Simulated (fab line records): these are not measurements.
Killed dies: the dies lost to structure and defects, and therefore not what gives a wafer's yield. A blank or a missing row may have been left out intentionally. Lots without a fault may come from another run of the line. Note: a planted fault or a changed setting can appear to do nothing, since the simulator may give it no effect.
fab line records | flow sfq-line | part 1 of 2: steps 1 to 29 of 40
record: lots: 5 wafers: 15 last-day: 89
route steps=325 shown L0@9 L0V@16 M0@28 I0@43
lots that met no fault: taken from a fault-free run of the same line
start-h: the number of hours between the record's first day and the start of the first shown wafer of the lot | wait-h: hours from the lot's prior step to this one | " unchanged from the row above | L1.1+2: several wafers, shown together as one row | - no value present, or no start provided | * or withheld: withheld | < > ~ a bound
route shown NAME@n: NAME is a module with steps in the file, n the number in the route of the first one | usual: mean and standard deviation over wafers with no fault | same: alike in all rows | chamber/n: place in a boat | sites: the reading at each site | _std_site: how widely they spread, as a standard deviation | _edge_site: outer sites' mean less inner sites' | radius-mm: for every site, how far away it sits from the centre of the wafer | mask NAME#n: copy n | behind: the last tool/chamber to shape the wafer | hold: why the lot went on hold/how many hours it stayed there/how the hold came to an end | device: the n, p or np transistor that did not switch | end of line: the route-end tests of the same wafers | a step with no rows: only its recipe | killed: dies that structure and defects cost at the first sort, which is not the same as the wafer's yield | map: a wafer's dies, marking killed ones x, the rest . and places with no die _
set.NAME: setting as actually run; set.NAME@STEP: the setting as run at that earlier step | model.NAME: the simulator's own value behind a step, which no gauge read
lots seen at some steps along the route; tables by step, rows by wafer
services: from which hour (start-h, from the record's first day; less than 0 if before it) a tool's chamber was out of use, for how many hours, and why
== steps ==
step: SFQ_TRILAYER_L0_LITHO_EXPOSE_006
recipe: mask-id: L0 na: 0.6 source-shape: conventional sigma-outer: 0.65 target-cd-nm: 2000 dose-mj: 14.4
usual: stage-vel-mm-s: 500.03/0.26
columns lot.wafer tool chamber start-h wait-h mask stage-vel-mm-s
L074.4 krf-scanner-01 0 85.37 - L0#0 499.66
L074.5 " 0 " " L0#0 499.78
L074.6 " 0 " " L0#0 499.66
L076.1 krf-scanner-02 0 98.09 - L0#0 500.50
L076.3 " 0 " " L0#0 500.08
L076.5 " 0 " " L0#0 500.28
L079.2 krf-scanner-02 0 119.95 - L0#0 499.60
L079.3 " 0 " " L0#0 499.88
L079.6 " 0 " " L0#0 500.13
L080.2 krf-scanner-02 0 127.15 - L0#0 500.39
L080.3 " 0 " " L0#0 500.24
L080.6 " 0 " " L0#0 500.36
L081.2 krf-scanner-02 0 131.95 - L0#0 500.43
L081.4 " 0 " " L0#0 500.40
L081.6 " 0 " " L0#0 500.14
step: SFQ_TRILAYER_L0_LITHO_PEB_008
recipe: peb-temp-c: 115 peb-time-s: 60 resist: KrF
columns lot.wafer tool chamber start-h wait-h
L074.4+5+6 litho-track-03 0 86.04 0.5
L076.1+3+5 litho-track-03 0 99.29 1.0
L079.2+3+6 litho-track-04 0 120.97 0.8
L080.2+3+6 litho-track-03 0 128.21 0.9
L081.2+4+6 litho-track-02 0 132.97 0.8
step: SFQ_TRILAYER_L0_LITHO_DEVELOP_007
recipe: time-s: 60 resist: KrF
columns lot.wafer tool chamber start-h wait-h
L074.4+5+6 litho-track-03 0 86.19 0.1
L076.1+3+5 litho-track-03 0 99.44 0.1
L079.2+3+6 litho-track-04 0 121.12 0.1
L080.2+3+6 litho-track-03 0 128.36 0.1
L081.2+4+6 litho-track-02 0 133.12 0.1
step: SFQ_TRILAYER_L0_BARC_OPEN_METAL_ETCH_010
recipe: mask-material: PR chemistry: O2 target-depth-nm: 125 target: BARC icp-w: 600 bias-w: 80 pressure-mtorr: 10 time-s: 41.7
usual: drypump-motor-current-A: 6.0/0.42 oes-product-au: 0.685/0.0044
columns lot.wafer tool chamber start-h wait-h drypump-motor-current-A oes-product-au rf-hours-counter-h
L074.4 rie-metal-02 1 86.29 0.1 6.3 0.675 -
L074.5 " 0 " " 5.6 0.683 -
L074.6 " 1 " " 6.3 0.690 -
L076.1 rie-metal-02 1 99.59 0.1 6.3 0.689 77
L076.3 " 1 " " 6.4 0.696 -
L076.5 " 0 " " 5.6 0.685 -
L079.2 rie-metal-03 0 121.25 0.1 6.0 0.679 175
L079.3 " 1 " " 5.3 0.686 -
L079.6 " 0 " " 6.0 0.680 -
L080.2 rie-metal-04 0 128.49 0.1 6.7 0.683 79
L080.3 " 0 " " 6.7 0.680 -
L080.6 " 1 " " 6.1 0.674 -
L081.2 rie-metal-03 1 133.27 0.1 5.3 0.689 -
L081.4 " 1 " " 5.3 0.688 -
L081.6 " 1 " " 5.3 0.680 -
step: SFQ_TRILAYER_L0_ETCH_METAL_ETCH_008
recipe: target: MoNx_KI stop-on: SiO2 mask-material: PR chemistry: SF6/O2 target-depth-nm: 50 icp-w: 600 bias-w: 80 pressure-mtorr: 10 time-s: 25
usual: drypump-motor-current-A: 6.0/0.43 oes-product-au: 0.872/0.0068
columns lot.wafer tool chamber start-h wait-h drypump-motor-current-A oes-product-au rf-hours-counter-h
L074.4 rie-metal-02 1 86.34 0.0 6.4 0.878 -
L074.5 " 0 " " 5.6 0.874 -
L074.6 " 1 " " 6.3 0.872 -
L076.1 rie-metal-02 1 99.65 0.0 6.3 0.878 77
L076.3 " 1 " " 6.4 0.881 -
L076.5 " 0 " " 5.6 0.880 -
L079.2 rie-metal-03 0 121.31 0.0 6.0 0.878 175
L079.3 " 1 " " 5.3 0.876 -
L079.6 " 0 " " 6.0 0.861 -
L080.2 rie-metal-04 0 128.55 0.0 6.7 0.874 79
L080.3 " 0 " " 6.7 0.871 -
L080.6 " 1 " " 6.1 0.867 -
L081.2 rie-metal-03 1 133.38 0.1 5.2 0.866 -
L081.4 " 1 " " 5.2 0.884 -
L081.6 " 1 " " 5.3 0.880 -
step: SFQ_TRILAYER_L0_STRIP_STRIP_009
recipe: gas: O2 power-w: 200 platen-temp-c: 40 overash-fraction: 0.65 chemistry: O2 pressure-mtorr: 50
usual: drypump-motor-current-A: 6.0/0.43 oes-product-au: 1.002/0.0092
columns lot.wafer tool chamber start-h wait-h drypump-motor-current-A oes-product-au rf-hours-counter-h
L074.4 rie-metal-02 1 86.57 0.2 6.3 0.996 -
L074.5 " 0 " " 5.6 1.012 -
L074.6 " 1 " " 6.3 1.001 -
L076.1 rie-metal-02 1 99.70 0.0 6.4 1.007 77
L076.3 " 1 " " 6.3 1.002 -
L076.5 " 0 " " 5.6 1.016 -
L079.2 rie-metal-03 0 121.35 0.0 6.0 1.009 175
L079.3 " 1 " " 5.3 0.990 -
L079.6 " 0 " " 6.0 1.001 -
L080.2 rie-metal-04 0 128.59 0.0 6.7 0.997 79
L080.3 " 0 " " 6.7 1.006 -
L080.6 " 1 " " 6.1 1.015 -
L081.2 rie-metal-03 1 133.66 0.3 5.2 0.991 -
L081.4 " 1 " " 5.3 0.994 -
L081.6 " 1 " " 5.2 0.994 -
step: SFQ_TRILAYER_L0_STRIP_SOLV_CLEAN_010
recipe: chemistry: NMP temp-c: 70 time-s: 600
columns lot.wafer tool chamber start-h wait-h
L074.4+5+6 wet-bench-01 6,2,0 86.97 0.2
L076.1+3+5 wet-bench-02 6,5,7 100.30 0.4
L079.2+3+6 wet-bench-01 5,7,4 121.95 0.4
L080.2+3+6 wet-bench-03 4,7,6 129.19 0.4
L081.2+4+6 wet-bench-02 1,0,6 134.66 0.8
step: SFQ_TRILAYER_L0_CAP_PECVD_011
recipe: material: SiO2 temp-c: 150 time-s: 13.333 pressure-torr: 2.4 rf-w: 183.3 precursor: SiH4/N2O target-thk-nm: 60
usual: chamber-pressure-Torr: 2.399/0.005 heater-power-w: 81/14 throttle-valve-pct: 25.3/0.88
columns lot.wafer tool chamber start-h wait-h chamber-pressure-Torr heater-power-w throttle-valve-pct
L074.4 pecvd-02 0 87.16 0.0 2.403 65 24.9
L074.5 " 1 " " 2.395 66 25.6
L074.6 " 2 " " 2.398 94 25.8
L076.1 pecvd-04 1 100.49 0.0 2.401 74 25.0
L076.3 " 0 " " 2.384 98 24.9
L076.5 " 2 " " 2.393 83 23.0
L079.2 pecvd-02 2 122.13 0.0 2.400 91 25.9
L079.3 " 0 " " 2.396 70 24.8
L079.6 " 0 " " 2.397 69 24.9
L080.2 pecvd-02 2 129.37 0.0 2.406 97 25.9
L080.3 " 0 " " 2.401 72 24.8
L080.6 " 1 " " 2.412 69 25.6
L081.2 pecvd-04 2 134.83 0.0 2.406 92 22.5
L081.4 " 1 " " 2.402 81 24.9
L081.6 " 0 " " 2.402 93 24.7
step: SFQ_TRILAYER_L0_VIA_LITHO_COAT_018
recipe: resist: BARC spin-rpm: 3000 resist-thk-nm: 62
columns lot.wafer tool chamber start-h wait-h
L074.4+5+6 litho-track-01 0 87.32 0.1
L076.1+3+5 litho-track-03 0 100.51 0.0
L079.2+3+6 litho-track-01 0 122.20 0.1
L080.2+3+6 litho-track-03 0 129.44 0.1
L081.2+4+6 litho-track-04 0 134.91 0.1
step: SFQ_TRILAYER_L0_VIA_LITHO_COAT_013
recipe: resist: KrF spin-rpm: 3000 resist-thk-nm: 650
columns lot.wafer tool chamber start-h wait-h
L074.4+5+6 litho-track-01 0 87.62 0.2
L076.1+3+5 litho-track-03 0 100.81 0.2
L079.2+3+6 litho-track-01 0 122.50 0.2
L080.2+3+6 litho-track-03 0 129.74 0.2
L081.2+4+6 litho-track-04 0 135.21 0.2
step: SFQ_TRILAYER_L0_VIA_LITHO_SOFTBAKE_017
recipe: temp-c: withheld time-s: withheld resist: KrF
columns lot.wafer tool chamber start-h wait-h
L074.4+5+6 litho-track-01 0 87.85 0.2
L076.1+3+5 litho-track-03 0 101.11 0.2
L079.2+3+6 litho-track-01 0 122.78 0.2
L080.2+3+6 litho-track-03 0 130.02 0.2
L081.2+4+6 litho-track-04 0 135.48 0.2
step: SFQ_TRILAYER_L0_VIA_LITHO_EXPOSE_014
recipe: mask-id: L0V na: 0.6 source-shape: conventional sigma-outer: 0.65 target-cd-nm: 700 dose-mj: 21.3
usual: stage-vel-mm-s: 499.99/0.23
columns lot.wafer tool chamber start-h wait-h mask stage-vel-mm-s
L074.4 krf-scanner-02 0 174.26 - L0V#0 500.18
L074.5 " 0 " " L0V#0 500.21
L074.6 " 0 " " L0V#0 499.97
L076.1 krf-scanner-01 0 189.50 - L0V#0 499.94
L076.3 " 0 " " L0V#0 499.74
L076.5 " 0 " " L0V#0 500.05
L079.2 krf-scanner-01 0 218.50 - L0V#0 499.83
L079.3 " 0 " " L0V#0 499.57
L079.6 " 0 " " L0V#0 499.54
L080.2 krf-scanner-01 0 228.10 - L0V#0 499.86
L080.3 " 0 " " L0V#0 500.03
L080.6 " 0 " " L0V#0 499.85
L081.2 krf-scanner-01 0 234.10 - L0V#0 500.33
L081.4 " 0 " " L0V#0 499.92
L081.6 " 0 " " L0V#0 500.52
step: SFQ_TRILAYER_L0_VIA_LITHO_PEB_016
recipe: peb-temp-c: 115 peb-time-s: 60 resist: KrF
columns lot.wafer tool chamber start-h wait-h
L074.4+5+6 litho-track-03 0 174.93 0.5
L076.1+3+5 litho-track-03 0 190.70 1.0
L079.2+3+6 litho-track-03 0 219.52 0.8
L080.2+3+6 litho-track-03 0 229.12 0.8
L081.2+4+6 litho-track-01 0 235.12 0.8
step: SFQ_TRILAYER_L0_VIA_LITHO_DEVELOP_015
recipe: time-s: 60 resist: KrF
columns lot.wafer tool chamber start-h wait-h
L074.4+5+6 litho-track-03 0 175.08 0.1
L076.1+3+5 litho-track-03 0 190.85 0.1
L079.2+3+6 litho-track-03 0 219.67 0.1
L080.2+3+6 litho-track-03 0 229.27 0.1
L081.2+4+6 litho-track-01 0 235.27 0.1
step: SFQ_L0V_OVL_MEAS_903
usual: L0V_OVL: 4/5.2
columns lot.wafer tool chamber start-h wait-h L0V_OVL[nm]
L074.4 overlay-02 - 175.18 0.1 -5
L074.5 " - " " 4
L074.6 " - " " -7
L076.1 overlay-02 - 191.00 0.1 -2
L076.3 " - " " 2
L076.5 " - " " -5
L079.2 overlay-01 - 219.80 0.1 0
L079.3 " - " " -3
L079.6 " - " " 6
L080.2 overlay-02 - 229.40 0.1 1
L080.3 " - " " 7
L080.6 " - " " 5
L081.2 overlay-01 - 235.40 0.1 -10
L081.4 " - " " -5
L081.6 " - " " -2
step: SFQ_TRILAYER_L0_VIA_BARC_OPEN_VIA_ETCH_021
recipe: mask-material: PR chemistry: O2 target-depth-nm: 125 target: BARC source-w: 500 bias-w: 80 pressure-mtorr: 30 time-s: 41.7
usual: drypump-motor-current-A: 5.8/0.46 oes-product-au: 0.685/0.0047
columns lot.wafer tool chamber start-h wait-h drypump-motor-current-A oes-product-au rf-hours-counter-h
L074.4 rie-diel-03 2 175.19 0.0 5.4 0.687 54
L074.5 " 3 " " 5.1 0.685 -
L074.6 " 2 " " 5.5 0.685 -
L076.1 rie-diel-03 3 191.03 0.0 5.1 0.677 40
L076.3 " 0 " " 5.4 0.686 6
L076.5 " 3 " " 5.1 0.685 -
L079.2 rie-diel-02 0 219.83 0.0 6.6 0.683 46
L079.3 " 2 " " 6.1 0.684 14
L079.6 " 1 " " 5.6 0.683 -
L080.2 rie-diel-03 0 229.43 0.0 5.5 0.680 6
L080.3 " 1 " " 6.5 0.683 79
L080.6 " 0 " " 5.5 0.686 -
L081.2 rie-diel-04 0 235.43 0.0 6.2 0.687 0
L081.4 " 3 " " 5.7 0.679 38
L081.6 " 0 " " 6.2 0.689 -
step: SFQ_TRILAYER_L0_VIA_ETCH_VIA_ETCH_016
recipe: target: SiO2 stop-on: MoNx_KI mask-material: PR chemistry: CHF3 target-depth-nm: 80 source-w: 500 bias-w: 80 pressure-mtorr: 30 time-s: withheld
usual: drypump-motor-current-A: 5.8/0.46 oes-product-au: 0.844/0.009
columns lot.wafer tool chamber start-h wait-h drypump-motor-current-A oes-product-au
L074.4 rie-diel-03 2 175.23 0.0 5.5 0.845
L074.5 " 3 " " 5.1 0.859
L074.6 " 2 " " 5.5 0.860
L076.1 rie-diel-03 3 191.07 0.0 5.1 0.822
L076.3 " 0 " " 5.4 0.844
L076.5 " 3 " " 5.1 0.855
L079.2 rie-diel-02 0 219.87 0.0 6.7 0.830
L079.3 " 2 " " 6.1 0.832
L079.6 " 1 " " 5.6 0.844
L080.2 rie-diel-03 0 229.47 0.0 5.4 0.836
L080.3 " 1 " " 6.5 0.847
L080.6 " 0 " " 5.4 0.851
L081.2 rie-diel-04 0 235.47 0.0 6.2 0.841
L081.4 " 3 " " 5.6 0.838
L081.6 " 0 " " 6.2 0.843
step: SFQ_TRILAYER_L0_VIA_STRIP_STRIP_017
recipe: gas: O2 power-w: 200 platen-temp-c: 40 overash-fraction: 0.65 chemistry: O2 pressure-mtorr: 50
usual: drypump-motor-current-A: 6.0/0.43 oes-product-au: 1.000/0.0084
columns lot.wafer tool chamber start-h wait-h drypump-motor-current-A oes-product-au rf-hours-counter-h
L074.4 rie-metal-02 0 175.48 - 5.6 1.003 -
L074.5 " 0 " " 5.6 1.003 -
L074.6 " 1 " " 6.4 1.004 -
L076.1 rie-metal-02 0 191.12 - 5.6 1.003 49
L076.3 " 0 " " 5.6 0.997 -
L076.5 " 1 " " 6.4 0.981 -
L079.2 rie-metal-02 1 219.92 - 6.4 1.000 98
L079.3 " 0 " " 5.5 1.002 -
L079.6 " 1 " " 6.4 0.994 -
L080.2 rie-metal-01 0 229.52 - 5.8 1.014 171
L080.3 " 1 " " 5.5 0.982 -
L080.6 " 1 " " 5.4 0.988 -
L081.2 rie-metal-04 0 235.72 - 6.7 1.006 -
L081.4 " 0 " " 6.7 1.012 -
L081.6 " 0 " " 6.7 0.998 -
step: SFQ_TRILAYER_L0_VIA_STRIP_SOLV_CLEAN_018
recipe: chemistry: NMP temp-c: 70 time-s: 600
columns lot.wafer tool chamber start-h wait-h
L074.4+5+6 wet-bench-04 3,6,7 175.88 0.2
L076.1+3+5 wet-bench-04 0,4,5 191.72 0.4
L079.2+3+6 wet-bench-03 0,5,7 220.52 0.4
L080.2+3+6 wet-bench-03 7,0,2 230.12 0.4
L081.2+4+6 wet-bench-04 6,4,3 236.72 0.8
step: SFQ_TRILAYER_M0_DEP_PRE_CLEAN_020
recipe: gas: Ar time-s: 15 bias-v: 250
columns lot.wafer tool chamber start-h wait-h
L074.4+5+6 pvd-sputter-05 - 176.05 0.0
L076.1+3+5 pvd-sputter-04 - 191.89 0.0
L079.2+3+6 pvd-sputter-03 - 220.93 0.0
L080.2+3+6 pvd-sputter-04 - 230.47 0.0
L081.2+4+6 pvd-sputter-05 - 236.89 0.0
step: SFQ_TRILAYER_M0_DEP_SPUTTER_019
recipe: material: Nb base-pressure-pa: 1.33e-06 chamber-pressure-pa: 0.1333 substrate-temp-c: 20 resputter-cathode-voltage-v: 400 target-thk-nm: 200 power-w: 2000 time-s: 133.3
usual: substrate-temp-c: 19.99/0.11 throttle-valve-pct: 29.9/0.98
columns lot.wafer tool chamber start-h wait-h substrate-temp-c throttle-valve-pct
L074.4 pvd-sputter-05 - 176.08 0.0 19.83 31.2
L074.5 " - " " 20.04 31.2
L074.6 " - " " 20.21 28.8
L076.1 pvd-sputter-04 - 191.92 0.0 20.10 29.6
L076.3 " - " " 19.99 28.8
L076.5 " - " " 19.93 28.7
L079.2 pvd-sputter-03 - 220.96 0.0 19.92 30.5
L079.3 " - " " 20.15 29.6
L079.6 " - " " 19.98 30.5
L080.2 pvd-sputter-04 - 230.49 0.0 19.75 29.5
L080.3 " - " " 19.84 28.6
L080.6 " - " " 19.98 28.4
L081.2 pvd-sputter-05 - 236.92 0.0 20.12 31.1
L081.4 " - " " 20.07 28.7
L081.6 " - " " 19.92 29.1
step: SFQ_M0_RS_MEAS_904
recipe: thk-meas-gauge: four-point-probe reads: Nb_of_TRILAYER_M0_DEP_SPUTTER_019
usual: M0_NB_RS: 0.887/0.011
columns lot.wafer tool chamber start-h wait-h M0_NB_RS[ohm/sq]
L074.4 film-metro-02 - 176.23 0.1 0.898
L074.5 " - " " 0.888
L074.6 " - " " 0.903
L076.1 film-metro-02 - 192.01 0.0 0.871
L076.3 " - " " 0.862
L076.5 " - " " 0.881
L079.2 film-metro-02 - 221.07 0.1 0.895
L079.3 " - " " 0.898
L079.6 " - " " 0.898
L080.2 film-metro-02 - 230.60 0.1 0.875
L080.3 " - " " 0.862
L080.6 " - " " 0.880
L081.2 film-metro-02 - 237.03 0.1 0.896
L081.4 " - " " 0.896
L081.6 " - " " 0.876
step: SFQ_TRILAYER_M0_LITHO_COAT_026
recipe: resist: BARC spin-rpm: 3000 resist-thk-nm: 62
columns lot.wafer tool chamber start-h wait-h
L074.4+5+6 litho-track-03 0 176.50 0.2
L076.1+3+5 litho-track-03 0 192.19 0.1
L079.2+3+6 litho-track-02 0 221.28 0.1
L080.2+3+6 litho-track-03 0 230.81 0.1
L081.2+4+6 litho-track-02 0 237.24 0.1
step: SFQ_TRILAYER_M0_LITHO_COAT_021
recipe: resist: KrF spin-rpm: 3000 resist-thk-nm: 600
columns lot.wafer tool chamber start-h wait-h
L074.4+5+6 litho-track-03 0 176.80 0.2
L076.1+3+5 litho-track-03 0 192.49 0.2
L079.2+3+6 litho-track-02 0 221.58 0.2
L080.2+3+6 litho-track-03 0 231.11 0.2
L081.2+4+6 litho-track-02 0 237.54 0.2
step: SFQ_TRILAYER_M0_LITHO_SOFTBAKE_025
recipe: temp-c: withheld time-s: withheld resist: KrF
columns lot.wafer tool chamber start-h wait-h
L074.4+5+6 litho-track-03 0 177.03 0.2
L076.1+3+5 litho-track-03 0 192.79 0.2
L079.2+3+6 litho-track-02 0 221.85 0.2
L080.2+3+6 litho-track-03 0 231.39 0.2
L081.2+4+6 litho-track-02 0 237.81 0.2
step: SFQ_TRILAYER_M0_LITHO_EXPOSE_022
recipe: mask-id: M0 na: 0.6 source-shape: conventional sigma-outer: 0.65 target-cd-nm: 500 dose-mj: 14.4
usual: stage-vel-mm-s: 500.01/0.27
columns lot.wafer tool chamber start-h wait-h mask stage-vel-mm-s
L074.4 krf-scanner-01 0 284.14 - M0#0 499.69
L074.5 " 0 " " M0#0 500.10
L074.6 " 0 " " M0#0 499.75
L076.1 krf-scanner-01 0 306.34 - M0#0 500.06
L076.3 " 0 " " M0#0 500.09
L076.5 " 0 " " M0#0 500.21
L079.2 krf-scanner-01 0 340.89 - M0#0 500.14
L079.3 " 0 " " M0#0 499.98
L079.6 " 0 " " M0#0 500.06
L080.2 krf-scanner-02 0 353.25 - M0#0 499.90
L080.3 " 0 " " M0#0 499.77
L080.6 " 0 " " M0#0 499.89
L081.2 krf-scanner-02 0 359.25 - M0#0 500.07
L081.4 " 0 " " M0#0 500.23
L081.6 " 0 " " M0#0 500.24
step: SFQ_TRILAYER_M0_LITHO_PEB_024
recipe: peb-temp-c: 115 peb-time-s: 60 resist: KrF
columns lot.wafer tool chamber start-h wait-h
L074.4+5+6 litho-track-01 0 284.81 0.5
L076.1+3+5 litho-track-03 0 307.54 1.0
L079.2+3+6 litho-track-02 0 341.91 0.8
L080.2+3+6 litho-track-01 0 354.27 0.8
L081.2+4+6 litho-track-03 0 360.27 0.8
step: SFQ_TRILAYER_M0_LITHO_DEVELOP_023
recipe: time-s: 60 resist: KrF
columns lot.wafer tool chamber start-h wait-h
L074.4+5+6 litho-track-01 0 284.96 0.1
L076.1+3+5 litho-track-03 0 307.69 0.1
L079.2+3+6 litho-track-02 0 342.06 0.1
L080.2+3+6 litho-track-01 0 354.42 0.1
L081.2+4+6 litho-track-03 0 360.42 0.1
step: SFQ_M0_OVL_MEAS_906
usual: M0_OVL: -2/4.7
columns lot.wafer tool chamber start-h wait-h M0_OVL[nm]
L074.4 overlay-02 - 285.06 0.1 1
L074.5 " - " " 8
L074.6 " - " " -2
L076.1 overlay-01 - 307.84 0.1 -10
L076.3 " - " " -6
L076.5 " - " " -5
L079.2 overlay-01 - 342.20 0.1 -2
L079.3 " - " " -7
L079.6 " - " " -4
L080.2 overlay-01 - 354.55 0.1 -5
L080.3 " - " " 5
L080.6 " - " " 1
L081.2 overlay-01 - 360.55 0.1 3
L081.4 " - " " 1
L081.6 " - " " -4
